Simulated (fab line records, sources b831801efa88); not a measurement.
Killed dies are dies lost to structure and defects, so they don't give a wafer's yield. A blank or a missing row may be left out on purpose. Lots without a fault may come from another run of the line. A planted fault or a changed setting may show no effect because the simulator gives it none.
Which tool did it? | flow gf180mcu | 13 lots, 39 wafers sampled, at 5 steps of a route of 602

WHAT THE GAUGES READ, wafer by wafer
GF_HV_LDD_RS_MEAS_53: measures by four-point-probe. Usual: HV_LDD_RS 417.9 ohm/sq, standard deviation 0.89.
lot  | measured     | on            | HV_LDD_RS (ohm/sq) | flag
L236 | day 12 15:40 | film_metro-03 | 418.6 417.9 416.7  |
L237 | day 13 02:07 | film_metro-02 | 418.3 417.9 416.6  |
L239 | day 13 18:14 | film_metro-03 | 418.0 418.9 417.6  |
L242 | day 14 15:32 | film_metro-03 | - - -              | OFF
L243 | day 15 04:31 | film_metro-02 | - - -              | OFF
L250 | day 17 07:26 | film_metro-01 | 417.2 416.6 416.5  |
L251 | day 17 16:49 | film_metro-02 | 418.6 417.4 416.7  |
L252 | day 18 08:13 | film_metro-01 | 416.9 418.6 419.3  |
L253 | day 18 11:02 | film_metro-01 | 418.3 418.8 418.2  |
L254 | day 18 17:24 | film_metro-01 | 417.1 417.6 417.3  |
L255 | day 19 03:56 | film_metro-01 | 418.5 417.6 416.3  |
L256 | day 19 10:04 | film_metro-03 | 420.3 419.8 420.2  |
L257 | day 20 04:34 | film_metro-02 | 417.4 417.6 417.2  |

GF_SAB_OVL_MEAS_10. Usual: SAB_OVL 1.4 nm, standard deviation 1.3.
lot  | measured     | on         | SAB_OVL (nm)  | flag
L236 | day 15 10:02 | overlay-01 | -1.2 -0.6 0.1 |
L237 | day 15 21:09 | overlay-01 | 2.5 4.1 2.9   |
L239 | day 16 13:27 | overlay-01 | -0.8 0.0 0.6  |
L242 | day 17 15:00 | overlay-01 | -0.5 1.2 1.3  |
L243 | day 18 04:19 | overlay-02 | 3.2 2.5 2.2   |
L250 | day 20 11:03 | overlay-01 | 1.9 1.9 0.6   |
L251 | day 20 20:47 | overlay-02 | 2.0 1.5 1.8   |
L252 | day 21 11:48 | overlay-02 | 1.5 0.4 0.5   |
L253 | day 21 14:54 | overlay-01 | 3.0 1.7 2.4   |
L254 | day 21 21:01 | overlay-01 | 0.9 1.6 0.8   |
L255 | day 22 07:45 | overlay-01 | 0.3 -1.2 -0.1 |
L256 | day 22 13:27 | overlay-02 | 1.9 2.4 2.8   |
L257 | day 23 06:20 | overlay-02 | 2.7 2.5 2.6   |

GF_M1_CD_MEAS_14: target cd 230 nm. Usual: cd_nm 230.0 nm, standard deviation 1.2.
lot  | measured     | on        | cd_nm (nm)        | flag
L236 | day 17 08:16 | cd_sem-02 | 229.2 228.6 228.1 |
L237 | day 17 21:04 | cd_sem-01 | 231.3 231.0 231.2 |
L239 | day 18 15:46 | cd_sem-02 | 230.1 228.7 231.4 |
L242 | day 19 17:54 | cd_sem-02 | 228.9 229.9 229.0 |
L243 | day 20 08:01 | cd_sem-01 | 231.4 231.6 231.3 |
L250 | day 22 12:14 | cd_sem-02 | 229.3 227.3 229.3 |
L251 | day 22 22:19 | cd_sem-02 | 228.7 229.5 229.7 |
L252 | day 23 12:49 | cd_sem-01 | 231.6 229.5 230.0 |
L253 | day 23 21:21 | cd_sem-02 | 227.4 227.7 228.3 |
L254 | day 23 21:59 | cd_sem-02 | 231.2 229.8 231.7 |
L255 | day 24 08:02 | cd_sem-01 | 232.1 230.9 230.4 |
L256 | day 24 13:40 | cd_sem-01 | 229.4 227.7 229.9 |
L257 | day 25 05:10 | cd_sem-02 | 231.3 229.9 231.1 |

WHICH TOOL RAN EACH LOT (tool, then ch and the chambers of the sampled wafers, then the start)
lot  | GF_DNWELL_STRIP_08                  | GF_HV_LDD_IMPLANT_36
L236 | plasma_asher-02 ch 0,1, day 2 23:11 | implanter-01 ch 0, day 11 20:39
L237 | plasma_asher-04 ch 0,1, day 3 05:53 | implanter-02 ch 0, day 12 06:23
L239 | plasma_asher-02 ch 0,1, day 3 17:22 | implanter-03 ch 0, day 12 21:23
L242 | plasma_asher-01 ch 0,1, day 4 07:35 | implanter-01 ch 0, day 13 18:07
L243 | plasma_asher-01 ch 0,1, day 4 16:17 | implanter-01 ch 0, day 14 06:59
L250 | plasma_asher-04 ch 0,1, day 6 01:46 | implanter-02 ch 0, day 16 08:10
L251 | plasma_asher-01 ch 0,1, day 6 08:23 | implanter-01 ch 0, day 16 16:59
L252 | plasma_asher-01 ch 0,1, day 6 16:52 | implanter-02 ch 0, day 17 07:38
L253 | plasma_asher-01 ch 0, day 6 18:05   | implanter-02 ch 0, day 17 11:01
L254 | plasma_asher-01 ch 0,1, day 6 21:53 | implanter-02 ch 0, day 17 17:16
L255 | plasma_asher-02 ch 0,1, day 7 05:05 | implanter-03 ch 0, day 18 02:55
L256 | plasma_asher-01 ch 0, day 7 11:26   | implanter-02 ch 0, day 18 09:23
L257 | plasma_asher-02 ch 0,1, day 7 17:11 | implanter-02 ch 0, day 19 03:02
- GF_DNWELL_STRIP_08: strips in O2/N2.
- GF_HV_LDD_IMPLANT_36

WHAT THE TOOLS THEMSELVES READ (means of the sampled wafers that have a number; where no wafer has one, the mark that the record gives instead)
GF_DNWELL_STRIP_08. Usual: drypump_motor_current_A 6.0 A, standard deviation 0.32; heater_power_w 355 W, standard deviation 53; oes_product_au 0.722 a.u., standard deviation 0.0042; strip_time_to_endpoint_s 36.91 s, standard deviation 0.096.
lot  | tool            | drypump_motor_current_A (A) | heater_power_w (W) | oes_product_au (a.u.) | strip_time_to_endpoint_s (s) | flag
L236 | plasma_asher-02 | 5.9                         | 343                | 0.721                 | 36.79                        |
L237 | plasma_asher-04 | 5.4                         | 405                | 0.722                 | 36.89                        |
L239 | plasma_asher-02 | 5.7                         | 331                | 0.724                 | 36.85                        |
L242 | plasma_asher-01 | 6.2                         | 329                | 0.725                 | 36.85                        |
L243 | plasma_asher-01 | 6.2                         | 381                | 0.726                 | 37.02                        |
L250 | plasma_asher-04 | 5.3                         | 409                | 0.718                 | 37.00                        |
L251 | plasma_asher-01 | 6.1                         | 334                | 0.719                 | 36.94                        |
L252 | plasma_asher-01 | 6.2                         | 338                | 0.721                 | 36.91                        |
L253 | plasma_asher-01 | 6.3                         | 296                | 0.723                 | 37.04                        |
L254 | plasma_asher-01 | 6.2                         | 384                | 0.721                 | 36.94                        |
L255 | plasma_asher-02 | 5.7                         | 330                | 0.723                 | 36.87                        |
L256 | plasma_asher-01 | 6.3                         | 292                | 0.715                 | 36.90                        |
L257 | plasma_asher-02 | 5.9                         | 335                | 0.722                 | 37.03                        |

GF_HV_LDD_IMPLANT_36. Usual: beam_on_s 10.00 s, standard deviation 0.19; faraday_current_uA 42.3, standard deviation 0.83; tilt_deg 30.003 degrees, standard deviation 0.021.
lot  | tool         | beam_on_s (s) | faraday_current_uA | tilt_deg (degrees) | flag
L236 | implanter-01 | 9.92          | 42.6               | 30.011             |
L237 | implanter-02 | 9.93          | 42.6               | 30.002             |
L239 | implanter-03 | 10.04         | 42.3               | 29.989             |
L242 | implanter-01 | 9.89          | 42.9               | 28.486             | OFF
L243 | implanter-01 | 9.91          | 42.7               | 28.528             | OFF
L250 | implanter-02 | 10.20         | 41.5               | 30.019             |
L251 | implanter-01 | 9.90          | 42.8               | 30.008             |
L252 | implanter-02 | 10.02         | 42.4               | 30.007             |
L253 | implanter-02 | 10.05         | 42.2               | 29.992             |
L254 | implanter-02 | 9.93          | 42.7               | 30.004             |
L255 | implanter-03 | 10.10         | 42.0               | 30.011             |
L256 | implanter-02 | 9.98          | 42.4               | 30.034             |
L257 | implanter-02 | 10.08         | 41.9               | 29.975             |

THE ANSWER, worked out from the rows above alone
Rule: a lot is off if the mean of its wafers that have a number lies more than 3 standard deviations from the usual mean. A lot without any number at a reading at which 4 lots or more have one is off too. The other lots that the step has rows for count as sound. The gauges are gone through in route order, then the tools' own readings, and for those a lot's mean is taken as printed above. The first step at which some lot is off is used, and at that step the reading that is off furthest; a lot without a number counts as furthest.
Off: L242, L243, at GF_HV_LDD_RS_MEAS_53 (HV_LDD_RS). Without a number there: L242, L243.
A tool fits if, at a process step before that reading, it ran every lot that is off, and no sound lot after the first of them. The gauges at GF_HV_LDD_RS_MEAS_53 aren't tried: what is off there is off at GF_HV_LDD_IMPLANT_36 too, on other tools, and a gauge's error can't cause that. None of those tried fits.

WHAT THE SIMULATOR HAD PUT IN
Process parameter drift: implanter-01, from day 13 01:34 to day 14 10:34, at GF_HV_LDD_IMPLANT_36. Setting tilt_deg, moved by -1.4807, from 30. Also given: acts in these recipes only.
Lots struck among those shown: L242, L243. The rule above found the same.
